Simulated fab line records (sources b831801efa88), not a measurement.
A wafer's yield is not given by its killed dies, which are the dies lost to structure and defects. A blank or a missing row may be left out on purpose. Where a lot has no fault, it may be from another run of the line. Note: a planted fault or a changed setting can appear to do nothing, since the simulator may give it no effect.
fab line records + flow sky130
record:
- lots: 6
- wafers: 18
- last-day: 50
route steps=708 shown VT_ADJUST_NCORE@128 VT_ADJUST_HVTR@131 PAD_OPEN@708
lots that met no fault: taken from a fault-free run of the same line
start-h: start of the lot's first displayed wafer, in hours after the record's first day + wait-h: hours elapsed since this lot's preceding step + " same as the row above + L1.1+2: a row that stands for several wafers + - no value, or no start given + * or withheld: withheld + < > ~ a bound
route shown NAME@n: names a module that has steps shown in the file, with the first one's number in the route + usual: mean and standard deviation over wafers with no fault + same: alike in all rows + chamber/n: place in a boat + sites: the reading at each site + _std_site: the standard deviation of these + _edge_site: mean of outer sites minus mean of inner sites + radius-mm: for every site, how far away it sits from the centre of the wafer + mask NAME#n: copy n + behind: the last tool/chamber to shape the wafer + hold: cause of the lot's hold/its duration in hours/its outcome + device: names the non-switching transistor (n, p or np) + end of line: the route-end tests of the same wafers + a step without rows: its recipe alone + killed: not the wafer's yield, but the dies lost to structure and defects at the first sort + map: the dies of a wafer, with x for killed, . for not killed, _ for no die there
set.NAME: the setting the step ran with; set.NAME@STEP: the setting that earlier step ran with + model.NAME: the simulator's own value behind a step, which no gauge read
certain route steps with their lots: each step a table, each wafer a row
services: a tool's chamber out of use, with start hour (start-h, from the record's first day; less than 0 if before it), hours out, and reason
== steps ==
step: SKY_VT_ADJUST_NCORE_IMPLANT_09
recipe:
- species: B
- energy-kev: 10
- dose-cm2: 2.4e+12
- tilt-deg: withheld
step: SKY_VT_ADJUST_NCORE_STRIP_10
recipe:
- chemistry: O2/N2
- power-w: 1400
- pressure-mtorr: 1500
- platen-temp-c: withheld
- o2-flow-sccm: 3000
- n2-flow-sccm: 300
- overash-fraction: 0.5
usual:
- drypump-motor-current-A: 5.9/0.41
- oes-product-au: 0.716/0.0047
- strip-time-to-endpoint-s: 14.18/0.04
same:
- overash-fraction: 0.5
| lot.wafer | tool            | chamber | start-h | wait-h | drypump-motor-current-A | oes-product-au | rf-hours-counter-h | strip-time-to-endpoint-s |
|-----------|-----------------|---------|---------|--------|-------------------------|----------------|--------------------|--------------------------|
| L948.1    | plasma-asher-03 | 1       | 259.51  | 0.1    | 6.4                     | 0.716          | 58                 | 14.17                    |
| L948.5    | "               | 1       | "       | "      | 6.4                     | 0.713          | -                  | 14.19                    |
| L948.6    | "               | 0       | "       | "      | 5.4                     | 0.710          | -                  | 14.20                    |
| L950.2    | plasma-asher-03 | 0       | 270.31  | 0.1    | 5.4                     | 0.710          | 59                 | 14.20                    |
| L950.3    | "               | 1       | "       | "      | 6.4                     | 0.720          | -                  | 14.20                    |
| L950.6    | "               | 0       | "       | "      | 5.4                     | 0.717          | -                  | 14.25                    |
| L952.1    | plasma-asher-03 | 1       | 282.79  | 0.1    | 6.4                     | 0.705          | 60                 | 14.17                    |
| L952.4    | "               | 0       | "       | "      | 5.4                     | 0.710          | -                  | 14.16                    |
| L952.5    | "               | 0       | "       | "      | 5.4                     | 0.715          | -                  | 14.17                    |
| L953.1    | plasma-asher-02 | 0       | 285.57  | 0.1    | 6.5                     | 0.711          | 56                 | 14.21                    |
| L953.3    | "               | 0       | "       | "      | 6.5                     | 0.724          | -                  | 14.23                    |
| L953.4    | "               | 1       | "       | "      | 5.7                     | 0.712          | -                  | 14.21                    |
| L954.4    | plasma-asher-04 | 0       | 294.32  | 0.1    | 5.6                     | 0.718          | -                  | 14.14                    |
| L954.5    | "               | 0       | "       | "      | 5.7                     | 0.719          | -                  | 14.13                    |
| L954.6    | "               | 1       | "       | "      | 6.0                     | 0.718          | -                  | 14.13                    |
| L961.3    | plasma-asher-03 | 1       | 346.10  | 0.1    | 6.3                     | 0.715          | -                  | 14.13                    |
| L961.4    | "               | 0       | "       | "      | 5.4                     | 0.724          | -                  | 14.11                    |
| L961.6    | "               | 0       | "       | "      | 5.4                     | 0.716          | -                  | 14.13                    |
step: SKY_VT_ADJUST_NCORE_TW_MEAS_11
usual:
- VT_ADJUST_NCORE_TW: 219.8/1.8
| lot.wafer | tool          | chamber | start-h | wait-h | VT_ADJUST_NCORE_TW |
|-----------|---------------|---------|---------|--------|--------------------|
| L948.1    | film-metro-02 | -       | 259.61  | 0.1    | 218.9              |
| L948.5    | "             | -       | "       | "      | 219.8              |
| L948.6    | "             | -       | "       | "      | 219.3              |
| L950.2    | film-metro-02 | -       | 270.42  | 0.1    | 219.0              |
| L950.3    | "             | -       | "       | "      | 218.7              |
| L950.6    | "             | -       | "       | "      | 218.6              |
| L952.1    | film-metro-01 | -       | 282.89  | 0.1    | 222.1              |
| L952.4    | "             | -       | "       | "      | 221.0              |
| L952.5    | "             | -       | "       | "      | 220.7              |
| L953.1    | film-metro-01 | -       | 285.67  | 0.1    | 221.5              |
| L953.3    | "             | -       | "       | "      | 221.4              |
| L953.4    | "             | -       | "       | "      | 221.3              |
| L954.4    | film-metro-03 | -       | 294.42  | 0.1    | 220.7              |
| L954.5    | "             | -       | "       | "      | 220.5              |
| L954.6    | "             | -       | "       | "      | 222.2              |
| L961.3    | film-metro-03 | -       | 346.19  | 0.1    | 220.9              |
| L961.4    | "             | -       | "       | "      | 219.8              |
| L961.6    | "             | -       | "       | "      | 219.6              |
step: SKY_VT_ADJUST_HVTR_DEHYDRATE_00
recipe:
- temp-c: 200
- time-s: 60
step: SKY_VT_ADJUST_HVTR_HMDS_01
recipe:
- prime-time-s: 60
- prime-temp-c: 120
step: SKY_VT_ADJUST_HVTR_COAT_02
recipe:
- resist: NOVOLAK
- spin-rpm: 3000
- resist-thk-nm: 1140
step: SKY_VT_ADJUST_HVTR_SOFTBAKE_03
recipe:
- temp-c: 90
- time-s: 60
- resist: NOVOLAK
step: SKY_VT_ADJUST_HVTR_EXPOSE_04
recipe:
- mask-id: HVTRM
- target-cd-nm: 380
- na: 0.6
- source-shape: conventional
- sigma-outer: 0.6
- dose-mj: 150
step: SKY_VT_ADJUST_HVTR_PEB_05
recipe:
- temp-c: withheld
- time-s: *
- resist: NOVOLAK
step: SKY_VT_ADJUST_HVTR_DEVELOP_06
recipe:
- develop-time-s: 60
- dev-temp-c: 23
step: SKY_VT_ADJUST_HVTR_CD_MEAS_07
recipe:
- target-cd-nm: 380
usual:
- cd-nm: 378.4/2.7
| lot.wafer | tool      | chamber | start-h | wait-h | cd-nm |
|-----------|-----------|---------|---------|--------|-------|
| L948.1    | cd-sem-01 | -       | 283.40  | 0.1    | 379.5 |
| L948.5    | "         | -       | "       | "      | 380.1 |
| L948.6    | "         | -       | "       | "      | 377.2 |
| L950.2    | cd-sem-01 | -       | 295.20  | 0.1    | 377.7 |
| L950.3    | "         | -       | "       | "      | 381.3 |
| L950.6    | "         | -       | "       | "      | 380.7 |
| L952.1    | cd-sem-01 | -       | 308.38  | 0.1    | 374.1 |
| L952.4    | "         | -       | "       | "      | 373.9 |
| L952.5    | "         | -       | "       | "      | 374.1 |
| L953.1    | cd-sem-02 | -       | 311.10  | 0.1    | 374.6 |
| L953.3    | "         | -       | "       | "      | 376.9 |
| L953.4    | "         | -       | "       | "      | 378.3 |
| L954.4    | cd-sem-01 | -       | 319.84  | 0.1    | 378.3 |
| L954.5    | "         | -       | "       | "      | 377.1 |
| L954.6    | "         | -       | "       | "      | 375.3 |
| L961.3    | cd-sem-01 | -       | 373.52  | 0.1    | 373.1 |
| L961.4    | "         | -       | "       | "      | 375.7 |
| L961.6    | "         | -       | "       | "      | 376.7 |
step: SKY_VT_ADJUST_HVTR_OVL_MEAS_08
usual:
- VT_ADJUST_HVTR_OVL: -0.1/1.5
| lot.wafer | tool       | chamber | start-h | wait-h | VT_ADJUST_HVTR_OVL[nm] |
|-----------|------------|---------|---------|--------|------------------------|
| L948.1    | overlay-01 | -       | 283.52  | 0.1    | 1.1                    |
| L948.5    | "          | -       | "       | "      | -0.2                   |
| L948.6    | "          | -       | "       | "      | 1.1                    |
| L950.2    | overlay-01 | -       | 295.31  | 0.1    | -0.2                   |
| L950.3    | "          | -       | "       | "      | -0.2                   |
| L950.6    | "          | -       | "       | "      | -2.2                   |
| L952.1    | overlay-01 | -       | 308.50  | 0.1    | 0.3                    |
| L952.4    | "          | -       | "       | "      | -0.1                   |
| L952.5    | "          | -       | "       | "      | -0.7                   |
| L953.1    | overlay-01 | -       | 311.22  | 0.1    | -1.8                   |
| L953.3    | "          | -       | "       | "      | -1.0                   |
| L953.4    | "          | -       | "       | "      | 0.5                    |
| L954.4    | overlay-02 | -       | 319.92  | 0.1    | 0.4                    |
| L954.5    | "          | -       | "       | "      | -1.0                   |
| L954.6    | "          | -       | "       | "      | -1.6                   |
| L961.3    | overlay-02 | -       | 373.61  | 0.1    | 2.5                    |
| L961.4    | "          | -       | "       | "      | 0.0                    |
| L961.6    | "          | -       | "       | "      | 0.6                    |
step: SKY_VT_ADJUST_HVTR_IMPLANT_09
recipe:
- species: B
- energy-kev: 10
- dose-cm2: 2.1e+12
- tilt-deg: withheld
usual:
- beam-on-s: 10.00/0.19
- end-station-pressure-torr: 5.01e-06/2.3e-07
- faraday-current-uA: 11.85/0.22
| lot.wafer | tool         | chamber | start-h | wait-h | beam-on-s | end-station-pressure-torr | faraday-current-uA |
|-----------|--------------|---------|---------|--------|-----------|---------------------------|--------------------|
| L948.1    | implanter-02 | 0       | 283.55  | 0.0    | 9.91      | 4.83e-06                  | 11.99              |
| L948.5    | "            | 0       | "       | "      | 10.32     | 4.96e-06                  | 11.48              |
| L948.6    | "            | 0       | "       | "      | 9.98      | 5.1e-06                   | 11.83              |
| L950.2    | implanter-02 | 0       | 295.36  | 0.0    | 9.91      | 4.77e-06                  | 11.93              |
| L950.3    | "            | 0       | "       | "      | 10.33     | 4.77e-06                  | 11.50              |
| L950.6    | "            | 0       | "       | "      | 9.96      | 5.24e-06                  | 11.91              |
| L952.1    | implanter-04 | 0       | 308.54  | 0.0    | 10.13     | 4.95e-06                  | 11.68              |
| L952.4    | "            | 0       | "       | "      | 10.07     | 5.16e-06                  | 11.78              |
| L952.5    | "            | 0       | "       | "      | 10.17     | 4.85e-06                  | 11.70              |
| L953.1    | implanter-02 | 0       | 311.26  | 0.0    | 12.92     | 0.00011724                | 9.31               |
| L953.3    | "            | 0       | "       | "      | 12.77     | 0.00011226                | 9.39               |
| L953.4    | "            | 0       | "       | "      | 12.79     | 0.00011746                | 9.35               |
| L954.4    | implanter-02 | 0       | 320.01  | 0.1    | 12.44     | 0.00011639                | 9.63               |
| L954.5    | "            | 0       | "       | "      | 12.94     | 0.00011473                | 9.30               |
| L954.6    | "            | 0       | "       | "      | 12.60     | 0.00011384                | 9.51               |
| L961.3    | implanter-04 | 0       | 373.68  | 0.1    | 10.08     | 5.17e-06                  | 11.77              |
| L961.4    | "            | 0       | "       | "      | 9.64      | 5.15e-06                  | 12.25              |
| L961.6    | "            | 0       | "       | "      | 9.87      | 4.83e-06                  | 11.98              |
step: SKY_VT_ADJUST_HVTR_STRIP_10
recipe:
- chemistry: O2/N2
- power-w: 1400
- pressure-mtorr: 1500
- platen-temp-c: withheld
- o2-flow-sccm: 3000
- n2-flow-sccm: 300
- overash-fraction: 0.5
usual:
- drypump-motor-current-A: 5.6/0.56
- oes-product-au: 0.715/0.0046
- strip-time-to-endpoint-s: 14.19/0.04
same:
- overash-fraction: 0.5
| lot.wafer | tool            | chamber | start-h | wait-h | drypump-motor-current-A | oes-product-au | rf-hours-counter-h | strip-time-to-endpoint-s |
|-----------|-----------------|---------|---------|--------|-------------------------|----------------|--------------------|--------------------------|
| L948.1    | plasma-asher-02 | 0       | 283.70  | 0.1    | 6.5                     | 0.714          | 55                 | 14.19                    |
| L948.5    | "               | 0       | "       | "      | 6.5                     | 0.716          | -                  | 14.18                    |
| L948.6    | "               | 1       | "       | "      | 5.7                     | 0.715          | -                  | 14.22                    |
| L950.2    | plasma-asher-04 | 0       | 295.49  | 0.1    | 5.6                     | 0.721          | 49                 | 14.19                    |
| L950.3    | "               | 0       | "       | "      | 5.6                     | 0.716          | -                  | 14.16                    |
| L950.6    | "               | 0       | "       | "      | 5.6                     | 0.725          | -                  | 14.21                    |
| L952.1    | plasma-asher-04 | 1       | 308.69  | 0.1    | 6.0                     | 0.718          | 50                 | 14.21                    |
| L952.4    | "               | 1       | "       | "      | 6.0                     | 0.719          | -                  | 14.23                    |
| L952.5    | "               | 1       | "       | "      | 6.0                     | 0.719          | -                  | 14.14                    |
| L953.1    | plasma-asher-02 | 1       | 311.41  | 0.1    | 5.8                     | 0.717          | 58                 | 14.21                    |
| L953.3    | "               | 1       | "       | "      | 5.8                     | 0.716          | -                  | 14.23                    |
| L953.4    | "               | 0       | "       | "      | 6.6                     | 0.712          | -                  | 14.21                    |
| L954.4    | plasma-asher-02 | 0       | 320.12  | 0.1    | 6.6                     | 0.713          | -                  | 14.23                    |
| L954.5    | "               | 0       | "       | "      | 6.5                     | 0.709          | -                  | 14.24                    |
| L954.6    | "               | 1       | "       | "      | 5.8                     | 0.709          | -                  | 14.21                    |
| L961.3    | plasma-asher-01 | 1       | 373.82  | 0.1    | 4.8                     | 0.717          | -                  | 14.20                    |
| L961.4    | "               | 0       | "       | "      | 5.0                     | 0.707          | -                  | 14.18                    |
| L961.6    | "               | 0       | "       | "      | 5.0                     | 0.707          | -                  | 14.13                    |
step: SKY_VT_ADJUST_HVTR_TW_MEAS_11
usual:
- VT_ADJUST_HVTR_TW: 210.7/2.4
| lot.wafer | tool          | chamber | start-h | wait-h | hold                     | VT_ADJUST_HVTR_TW |
|-----------|---------------|---------|---------|--------|--------------------------|-------------------|
| L948.1    | film-metro-01 | -       | 283.80  | 0.1    | -                        | 213.3             |
| L948.5    | "             | -       | "       | "      | -                        | 213.9             |
| L948.6    | "             | -       | "       | "      | -                        | 214.2             |
| L950.2    | film-metro-04 | -       | 295.60  | 0.1    | -                        | 207.3             |
| L950.3    | "             | -       | "       | "      | -                        | 207.1             |
| L950.6    | "             | -       | "       | "      | -                        | 208.3             |
| L952.1    | film-metro-04 | -       | 308.79  | 0.1    | -                        | 209.1             |
| L952.4    | "             | -       | "       | "      | -                        | 208.4             |
| L952.5    | "             | -       | "       | "      | -                        | 207.5             |
| L953.1    | film-metro-04 | -       | 311.51  | 0.1    | await-dispo/0.2h/release | 222.1             |
| L953.3    | "             | -       | "       | "      | await-dispo/0.2h/release | 223.6             |
| L953.4    | "             | -       | "       | "      | await-dispo/0.2h/release | 222.0             |
| L953.1    | film-metro-04 | -       | 311.74  | 0.2    | -                        | 222.6             |
| L953.3    | "             | -       | "       | "      | -                        | 221.3             |
| L953.4    | "             | -       | "       | "      | -                        | 221.0             |
| L954.4    | film-metro-01 | -       | 320.22  | 0.1    | await-dispo/0.2h/release | 227.3             |
| L954.5    | "             | -       | "       | "      | await-dispo/0.2h/release | 227.7             |
| L954.6    | "             | -       | "       | "      | await-dispo/0.2h/release | 228.3             |
| L954.4    | film-metro-01 | -       | 320.96  | 0.7    | -                        | 227.5             |
| L954.5    | "             | -       | "       | "      | -                        | 227.5             |
| L954.6    | "             | -       | "       | "      | -                        | 227.2             |
| L961.3    | film-metro-04 | -       | 373.90  | 0.1    | -                        | 208.8             |
| L961.4    | "             | -       | "       | "      | -                        | 208.6             |
| L961.6    | "             | -       | "       | "      | -                        | 208.3             |
step: SKY_PAD_OPEN_PROBE_99
usual:
- killed_at_M0_to_M3: 43/7.7
- killed_at_M4_up: 3.1/1.7
- killed-at-contacts: 23/4.8
- killed-at-front-end: 15/4.5
- killed-at-other: 0.3/0.58
- killed-dies: 85/10
- killed-on-rim: 17/3.8
- killed-open: 46/7.5
- killed-short: 38/6.5
same:
- gross-dies: 492
- killed-at-back-side: 0
| lot.wafer | tool      | chamber | start-h | wait-h | killed_at_M0_to_M3 | killed_at_M4_up | killed-at-contacts | killed-at-front-end | killed-at-other | killed-dies | killed-on-rim | killed-open | killed-short | model.etest.pfet_01v8_mvt.drive-ua-um | model.etest.pfet_01v8_mvt.off-log10-a-um | model.etest.pfet_01v8_mvt.vt-sat-v | model.etest.pfet_01v8_mvt.vt-v | model.etest.pfet_01v8_mvt.vt-long-v |
|-----------|-----------|---------|---------|--------|--------------------|-----------------|--------------------|---------------------|-----------------|-------------|---------------|-------------|--------------|---------------------------------------|------------------------------------------|------------------------------------|--------------------------------|-------------------------------------|
| L948.1    | prober-01 | -       | 1140.48 | 0.1    | 41                 | 3               | 29                 | 6                   | 2               | 81          | 11            | 39          | 41           | 147.8                                 | -11.08                                   | -0.5933                            | -0.6742                        | -0.8805                             |
| L948.5    | prober-01 | -       | 1140.68 | 0.2    | 33                 | 3               | 16                 | 17                  | 0               | 69          | 13            | 31          | 38           | 150.7                                 | -10.91                                   | -0.5873                            | -0.6741                        | -0.8816                             |
| L948.6    | prober-01 | -       | 1140.73 | 0.2    | 47                 | 3               | 29                 | 15                  | 0               | 94          | 22            | 57          | 37           | 148.6                                 | -10.95                                   | -0.5893                            | -0.673                         | -0.8789                             |
| L950.2    | prober-02 | -       | 1152.47 | 0.1    | 48                 | 0               | 22                 | 17                  | 1               | 88          | 12            | 53          | 35           | 151.9                                 | -10.53                                   | -0.562                             | -0.6494                        | -0.8559                             |
| L950.3    | prober-02 | -       | 1152.52 | 0.2    | 40                 | 4               | 29                 | 21                  | 0               | 94          | 18            | 54          | 40           | 150.4                                 | -10.79                                   | -0.5731                            | -0.6554                        | -0.8587                             |
| L950.6    | prober-02 | -       | 1152.67 | 0.2    | 42                 | 3               | 23                 | 17                  | 1               | 86          | 16            | 51          | 33           | 151.4                                 | -10.49                                   | -0.56                              | -0.6455                        | -0.8549                             |
| L952.1    | prober-02 | -       | 1159.29 | 0.1    | 51                 | 2               | 24                 | 28                  | 0               | 105         | 17            | 57          | 48           | 155.2                                 | -10.75                                   | -0.5771                            | -0.6651                        | -0.8652                             |
| L952.4    | prober-02 | -       | 1159.44 | 0.2    | 49                 | 1               | 23                 | 16                  | 0               | 89          | 20            | 52          | 37           | 155.3                                 | -10.95                                   | -0.5882                            | -0.6727                        | -0.8746                             |
| L952.5    | prober-02 | -       | 1159.49 | 0.2    | 48                 | 8               | 28                 | 21                  | 0               | 105         | 11            | 54          | 51           | 155.3                                 | -11.01                                   | -0.5874                            | -0.6715                        | -0.8745                             |
| L953.1    | prober-01 | -       | 1159.63 | 0.1    | 46                 | 1               | 21                 | 22                  | 0               | 90          | 14            | 51          | 39           | 161                                   | -9.243                                   | -0.4721                            | -0.569                         | -0.7938                             |
| L953.3    | prober-01 | -       | 1159.73 | 0.2    | 41                 | 8               | 16                 | 20                  | 1               | 86          | 20            | 51          | 35           | 162.4                                 | -9.493                                   | -0.4641                            | -0.5642                        | -0.7884                             |
| L953.4    | prober-01 | -       | 1159.78 | 0.2    | 31                 | 3               | 23                 | 15                  | 0               | 72          | 12            | 42          | 30           | 158.9                                 | -9.504                                   | -0.4744                            | -0.5701                        | -0.7853                             |
| L954.4    | prober-02 | -       | 1164.19 | 0.2    | 52                 | 6               | 29                 | 8                   | 2               | 97          | 18            | 49          | 46           | 162                                   | -9.566                                   | -0.4702                            | -0.5696                        | -0.792                              |
| L954.5    | prober-02 | -       | 1164.24 | 0.2    | 43                 | 5               | 10                 | 15                  | 0               | 73          | 24            | 35          | 38           | 163.7                                 | -9.607                                   | -0.4701                            | -0.572                         | -0.7916                             |
| L954.6    | prober-02 | -       | 1164.29 | 0.2    | 64                 | 4               | 17                 | 13                  | 1               | 99          | 12            | 47          | 52           | 164.3                                 | -9.441                                   | -0.4664                            | -0.5685                        | -0.7932                             |
| L961.3    | prober-01 | -       | 1199.30 | 0.2    | 39                 | 2               | 22                 | 11                  | 0               | 74          | 16            | 32          | 38           | 144.4                                 | -11.37                                   | -0.6198                            | -0.6993                        | -0.8986                             |
| L961.4    | prober-01 | -       | 1199.35 | 0.2    | 34                 | 3               | 28                 | 15                  | 1               | 81          | 17            | 47          | 31           | 144.9                                 | -11.31                                   | -0.6127                            | -0.693                         | -0.8984                             |
| L961.6    | prober-01 | -       | 1199.45 | 0.2    | 42                 | 1               | 27                 | 20                  | 0               | 90          | 21            | 54          | 34           | 145.7                                 | -11.27                                   | -0.6101                            | -0.6869                        | -0.8944                             |
killed by level:class
L948.1 LI_CONTACT:geometric-particle:open=9 VIA1:geometric-particle:open=9 CONTACT:geometric-particle:open=8 VIA3:geometric-particle:short=8 LOCAL_INTERCONNECT:geometric-particle:short=5 VIA3:geometric-particle:open=5 METAL2:geometric-particle:short=4 CONTACT:geometric-particle:short=4
L948.5 METAL2:geometric-particle:short=9 CONTACT:geometric-particle:open=5 METAL1:geometric-particle:short=5 POLY_GATE:geometric-particle:open=4 LOCAL_INTERCONNECT:geometric-particle:short=4 VIA3:geometric-particle:short=4 FIELD_ISO:geometric-particle:open=3 METAL2:geometric-particle:open=3
L948.6 VIA1:geometric-particle:open=14 CONTACT:geometric-particle:open=13 VIA2:geometric-particle:open=9 LI_CONTACT:geometric-particle:short=6 LI_CONTACT:geometric-particle:open=6 METAL2:geometric-particle:short=6 POLY_GATE:geometric-particle:open=4 VIA1:geometric-particle:short=4
L950.2 VIA1:geometric-particle:open=14 CONTACT:geometric-particle:open=8 VIA3:geometric-particle:open=7 METAL2:geometric-particle:short=6 POLY_GATE:geometric-particle:short=5 CONTACT:geometric-particle:short=5 VIA1:geometric-particle:short=5 VIA2:geometric-particle:open=5
L950.3 LI_CONTACT:geometric-particle:open=11 CONTACT:geometric-particle:open=10 VIA3:geometric-particle:open=7 METAL1:geometric-particle:short=6 POLY_GATE:geometric-particle:short=6 VIA1:geometric-particle:open=6 FIELD_ISO:geometric-particle:open=5 POLY_GATE:geometric-particle:open=5
L950.6 VIA1:geometric-particle:open=12 LI_CONTACT:geometric-particle:open=8 VIA3:geometric-particle:open=8 VIA2:geometric-particle:open=7 POLY_GATE:geometric-particle:open=6 CONTACT:geometric-particle:open=6 LI_CONTACT:geometric-particle:short=4 CONTACT:geometric-particle:short=4
L952.1 VIA1:geometric-particle:open=13 CONTACT:geometric-particle:open=11 POLY_GATE:geometric-particle:short=10 METAL1:geometric-particle:short=9 VIA3:geometric-particle:open=8 FIELD_ISO:geometric-particle:short=6 POLY_GATE:geometric-particle:open=6 VIA2:geometric-particle:open=6
L952.4 CONTACT:geometric-particle:open=8 VIA1:geometric-particle:short=8 VIA2:geometric-particle:open=8 VIA3:geometric-particle:open=8 POLY_GATE:geometric-particle:open=6 LI_CONTACT:geometric-particle:open=6 VIA1:geometric-particle:open=5 METAL2:geometric-particle:short=4
L952.5 VIA1:geometric-particle:open=10 LI_CONTACT:geometric-particle:open=10 CONTACT:geometric-particle:open=7 METAL1:geometric-particle:short=7 VIA2:geometric-particle:open=7 POLY_GATE:geometric-particle:short=6 METAL2:geometric-particle:short=6 POLY_GATE:geometric-particle:open=5
L953.1 VIA1:geometric-particle:open=18 CONTACT:geometric-particle:open=7 VIA1:geometric-particle:short=7 FIELD_ISO:geometric-particle:open=6 POLY_GATE:geometric-particle:short=6 LI_CONTACT:geometric-particle:open=6 METAL2:geometric-particle:short=5 LOCAL_INTERCONNECT:geometric-particle:short=4
L953.3 VIA2:geometric-particle:open=9 VIA1:geometric-particle:open=8 VIA1:geometric-particle:short=8 LI_CONTACT:geometric-particle:open=8 METAL4:geometric-particle:short=6 FIELD_ISO:geometric-particle:short=5 FIELD_ISO:geometric-particle:open=5 VIA3:geometric-particle:open=5
L953.4 LI_CONTACT:geometric-particle:open=10 CONTACT:geometric-particle:open=7 VIA3:geometric-particle:open=6 VIA1:geometric-particle:open=5 POLY_GATE:geometric-particle:open=4 METAL1:geometric-particle:short=4 VIA1:geometric-particle:short=4 METAL2:geometric-particle:short=4
L954.4 VIA1:geometric-particle:open=13 VIA2:geometric-particle:open=10 LI_CONTACT:geometric-particle:short=7 CONTACT:geometric-particle:open=7 METAL2:geometric-particle:short=7 LOCAL_INTERCONNECT:geometric-particle:short=6 METAL1:geometric-particle:short=6 LI_CONTACT:geometric-particle:open=6
L954.5 VIA2:geometric-particle:open=9 METAL1:geometric-particle:short=7 VIA3:geometric-particle:short=7 POLY_GATE:geometric-particle:short=6 CONTACT:geometric-particle:open=5 VIA1:geometric-particle:open=5 VIA3:geometric-particle:open=5 METAL2:geometric-particle:short=4
L954.6 VIA1:geometric-particle:open=12 VIA3:geometric-particle:open=9 VIA1:geometric-particle:short=9 VIA2:geometric-particle:open=9 METAL1:geometric-particle:short=7 METAL2:geometric-particle:short=7 CONTACT:geometric-particle:short=5 LI_CONTACT:geometric-particle:short=4
L961.3 VIA1:geometric-particle:open=10 METAL1:geometric-particle:short=8 LI_CONTACT:geometric-particle:open=6 METAL3:geometric-particle:short=5 CONTACT:geometric-particle:open=5 LOCAL_INTERCONNECT:geometric-particle:short=4 FIELD_ISO:geometric-particle:short=3 CONTACT:geometric-particle:short=3
L961.4 VIA1:geometric-particle:open=11 LI_CONTACT:geometric-particle:open=10 CONTACT:geometric-particle:open=9 METAL1:geometric-particle:short=6 LOCAL_INTERCONNECT:geometric-particle:short=5 FIELD_ISO:geometric-particle:open=4 FIELD_ISO:geometric-particle:short=3 VIA3:geometric-particle:short=3
L961.6 CONTACT:geometric-particle:open=11 VIA1:geometric-particle:open=10 FIELD_ISO:geometric-particle:open=8 LOCAL_INTERCONNECT:geometric-particle:short=6 METAL1:geometric-particle:short=6 VIA2:geometric-particle:open=6 FIELD_ISO:geometric-particle:short=5 CONTACT:geometric-particle:short=5
== services ==
| tool            | chamber | start-h | hours | kind   |
|-----------------|---------|---------|-------|--------|
| plasma-asher-01 | -       | 243.62  | 0.6   | repair |
| implanter-04    | -       | 245.21  | 0.5   | repair |
| plasma-asher-04 | -       | 249.11  | 2.8   | pm     |
| implanter-04    | -       | 249.63  | 1.3   | repair |
| implanter-04    | -       | 254.66  | 11.3  | pm     |
| implanter-02    | -       | 267.09  | 1.9   | repair |
| plasma-asher-04 | -       | 325.94  | 1.6   | repair |
| implanter-02    | -       | 326.82  | 6.9   | repair |
| implanter-04    | -       | 350.03  | 2.2   | repair |
| plasma-asher-01 | -       | 355.95  | 0.8   | repair |
| implanter-02    | -       | 366.02  | 3.2   | repair |
== key ==
first-sign:
- step: SKY_VT_ADJUST_HVTR_IMPLANT_09
- reading: end-station-pressure-torr
- direction: up
- sigmas: 99+
- usual: 5.01e-06
- struck: 0.00011532
effect:
- step: SKY_VT_ADJUST_HVTR_IMPLANT_09
- reading: beam-on-s
- direction: up
- sigmas: 14
- usual: 10.00
- struck: 12.74
effect:
- step: SKY_VT_ADJUST_HVTR_TW_MEAS_11
- reading: visit
- direction: added
effect:
- step: SKY_VT_ADJUST_HVTR_TW_MEAS_11
- reading: VT_ADJUST_HVTR_TW
- direction: up
- sigmas: 6
- usual: 210.7
- struck: 225.2
model-effect:
- step: SKY_PAD_OPEN_PROBE_99
- value: etest.pfet_01v8_mvt.drive-ua-um
- without: 151.2
- struck: 162.1
met-at SKY_VT_ADJUST_HVTR_IMPLANT_09
struck-wafers L953.1,L953.3,L953.4,L954.4,L954.5,L954.6
tester-left-out L953,L954
onset-between 295.36 311.26
fault:
- kind: process-parameter-drift
- tool: implanter-02
- chamber: -
- onset-h: 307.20
- steps: SKY_VT_ADJUST_HVTR_IMPLANT_09
- channel: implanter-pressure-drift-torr
- offset: 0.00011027
- shape: step
- end-h: 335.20
fault:
- kind: process-parameter-drift
- tool: implanter-02
- chamber: -
- onset-h: 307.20
- steps: SKY_VT_ADJUST_HVTR_IMPLANT_09
- channel: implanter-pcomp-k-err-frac
- offset: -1
- shape: step
- end-h: 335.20
tester-left-out: of these lots the tester's yield and bins aren't shown, on N5 and GAA mostly nor the transistor test; their killed dies are dies lost to structure and defects alone, not to doping, threshold or leakage, so they don't give the yield
